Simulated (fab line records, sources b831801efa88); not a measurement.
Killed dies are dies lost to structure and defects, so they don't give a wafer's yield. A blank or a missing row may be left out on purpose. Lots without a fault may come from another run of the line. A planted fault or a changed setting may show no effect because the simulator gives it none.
A struck lot beside a sound one | flow sky130 | 20 steps out of a route of 708
Sound: wafers L740.1, L740.2, L740.5. Struck: wafers L752.1, L752.3, L752.5. The cause comes at the end.
At each step with rows: each side's tool, then ch and its chambers, then its first start. Under that, the readings that differ: sound wafers | struck wafers | difference of the means | sigmas: that difference in standard deviations of wafers without a fault.
alike: readings whose means differ by less than 2 such deviations, and words and numbers that are the same on both sides. not compared: withheld readings, readings that some wafer has no value for, bounds like >300 that may hide the same value, and numbers for which the record gives no deviation and whose values overlap.
The two part at a step that has a row with sigmas, a row that says differs or no value, or rows on one side only. Numbers that don't overlap but have no deviation are shown without sigmas and don't part them. A reading that every wafer of one side lacks parts them only if that side has two wafers or more.

SKY_SONOS_TUNNEL_TW_MEAS_12:
  sound on film_metro-03, day 13 19:05; struck on film_metro-01, day 17 17:19
  reading         | sound             | struck            | difference | sigmas
  SONOS_TUNNEL_TW | 199.4 200.6 199.3 | 195.7 195.1 195.4 | -4.4       | -2
then, 2 steps without rows for these wafers: SKY_SONOS_TUNNEL_CLEAN_13 (cleans in dHF, time 20 s); SKY_SONOS_ONO_OXIDATION_00 (stabilise 600 s, purge 300 s, target thk 2.6 nm).
SKY_SONOS_ONO_THK_MEAS_01:
  sound on film_metro-04, day 13 20:30; struck on film_metro-03, day 17 18:45
  alike: SONOS_ONO_OXIDATION_THK
then, 1 step without rows for these wafers: SKY_SONOS_ONO_CVD_02 (deposits Si3N4 from DCS/NH3, target thk 10.5 nm, time 180 s).
SKY_SONOS_ONO_THK_MEAS_03:
  sound on film_metro-02, day 14 01:54; struck on film_metro-02, day 17 23:24
  alike: SONOS_ONO_CVD_02_THK
then, 1 step without rows for these wafers: SKY_SONOS_ONO_CVD_04 (deposits SiO2 from SiH4/N2O, target thk 5.7199 nm).
SKY_SONOS_ONO_THK_MEAS_05:
  sound on film_metro-04, day 14 03:13; struck on film_metro-02, day 18 00:43
  alike: SONOS_ONO_CVD_04_THK
then, 4 steps without rows for these wafers: SKY_SONOS_ONO_DEHYDRATE_06 (time 60 s); SKY_SONOS_ONO_HMDS_07 (prime time 60 s); SKY_SONOS_ONO_COAT_08 (resist thk 1140 nm); SKY_SONOS_ONO_SOFTBAKE_09 (time 60 s).
SKY_SONOS_ONO_EXPOSE_10: exposes mask ONOM, target cd 410 nm.
  sound on iline_stepper-02 ch 0, day 14 16:25; struck on iline_stepper-02 ch 0, day 18 14:55
  reading              | sound                | struck               | difference | sigmas
  exposure_dose_mJ_cm2 | 149.05 149.06 149.05 | 166.18 166.28 166.12 | +17.14     | +99 or more
  alike: mask
then, 1 step without rows for these wafers: SKY_SONOS_ONO_PEB_11.
SKY_SONOS_ONO_DEVELOP_12: develop time 60 s.
  sound on litho_track-04 ch 0, day 15 04:16; struck on litho_track-01 ch 0, day 19 05:49
  reading                    | sound             | struck            | difference | sigmas
  model.SONOS_ONO.cd_nm (nm) | 409.7 410.1 408.6 | 384.9 382.8 384.5 | -25.4      |
SKY_SONOS_ONO_CD_MEAS_13: target cd 410 nm.
  sound on cd_sem-02, day 15 04:25; struck on cd_sem-02, day 19 06:15
  reading    | sound             | struck            | difference | sigmas
  cd_nm (nm) | 409.8 410.1 408.5 | 385.1 382.6 384.9 | -25.3      | -12
  not compared: hold
SKY_SONOS_ONO_OVL_MEAS_14:
  sound on overlay-02, day 15 04:32; struck on overlay-01, day 19 10:26
  reading | sound | struck                                                                     | difference                   | sigmas
  hold    | - - - | await_dispo/4.1h/release await_dispo/4.1h/release await_dispo/4.1h/release | no value on the sound wafers |
  alike: SONOS_ONO_OVL
SKY_SONOS_ONO_ETCH_15: etches the open film in CHF3/O2, target depth 19.52 nm, time 7.8 s.
  sound on rie_diel-03 ch 0,3, day 15 04:34; struck on rie_diel-04 ch 0,1,2, day 19 10:28
  reading                    | sound             | struck            | difference | sigmas
  model.SONOS_ONO.cd_nm (nm) | 410.1 410.1 408.6 | 385.3 382.7 384.6 | -25.4      |
  alike: drypump_motor_current_A, oes_product_au, throttle_valve_pct
  not compared: rf_hours_counter_h
then, 2 steps without rows for these wafers: SKY_SONOS_ONO_WET_ETCH_16 (etches SiO2 in dHF, target depth 14 nm, time 280 s); SKY_PAD_OPEN_PROBE_99.

WHERE THEY PART
First at SKY_SONOS_TUNNEL_TW_MEAS_12; last, within this record, at SKY_SONOS_ONO_OVL_MEAS_14. Later steps at which nothing parts them and some readings are alike: SKY_SONOS_ONO_ETCH_15.

WHY: what the simulator had put in
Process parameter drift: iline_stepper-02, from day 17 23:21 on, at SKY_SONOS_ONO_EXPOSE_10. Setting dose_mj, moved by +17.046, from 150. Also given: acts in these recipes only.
